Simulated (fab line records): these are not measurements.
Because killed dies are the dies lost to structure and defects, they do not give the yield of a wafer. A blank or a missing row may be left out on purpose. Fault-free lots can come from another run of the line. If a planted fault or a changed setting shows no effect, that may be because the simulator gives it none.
Matching of chambers / flow sky130 / 4 sister chambers for SKY_VIA1_ETCH_15 on rie diel-02
The step etches SiO2 in C4F8/O2/Ar, stops on TiN, target depth 351 nm, time 54 s. 4 wafers are shown with their chamber, then 7 later ones without.

WAFERS PAIRED WITH THEIR CHAMBERS
wafer=L086.3; chamber=3; oes product au (a.u.)=0.981
wafer=L090.1; chamber=1; oes product au (a.u.)=0.984
wafer=L091.2; chamber=0; oes product au (a.u.)=0.977
wafer=L091.5; chamber=2; oes product au (a.u.)=0.971

WAFERS WITHOUT THEIR CHAMBER
wafer=L091.6; oes product au (a.u.)=0.984
wafer=L094.1; oes product au (a.u.)=0.984
wafer=L094.4; oes product au (a.u.)=0.979
wafer=L094.5; oes product au (a.u.)=0.975
wafer=L097.4; oes product au (a.u.)=0.996
wafer=L097.5; oes product au (a.u.)=0.986
wafer=L097.6; oes product au (a.u.)=0.968

WHICH CHAMBER EACH ONE RAN IN
wafer=L091.6; from the rows above=can't be placed: 1 or 3 or 0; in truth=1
wafer=L094.1; from the rows above=can't be placed: 1 or 3 or 0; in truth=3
wafer=L094.4; from the rows above=can't be placed: 0 or 3 or 1 or 2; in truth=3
wafer=L094.5; from the rows above=can't be placed: 0 or 2 or 3 or 1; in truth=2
wafer=L097.4; from the rows above=can't be placed: 1 or 3 or 0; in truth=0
wafer=L097.5; from the rows above=can't be placed: 1 or 3 or 0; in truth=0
wafer=L097.6; from the rows above=can't be placed: 2 or 0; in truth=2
0 of 7 placed correctly. Can't be placed from these rows: 7 (the true chamber is among the candidates in 7). Number placed wrongly: 0.
How it was worked out, from the rows above alone: a wafer's distance from a chamber is the root of the sum, over the readings, of the square of ((its reading less the chamber's mean) divided by the reading's scatter). The wafer belongs to the nearest chamber; if the next one is less than 2 further off, it can't be placed. The mean given for a chamber averages the wafers shown for that chamber. The scatter: with one shown wafer a chamber, the root of the mean of the squares of how far each hidden wafer lies from its nearest shown one.
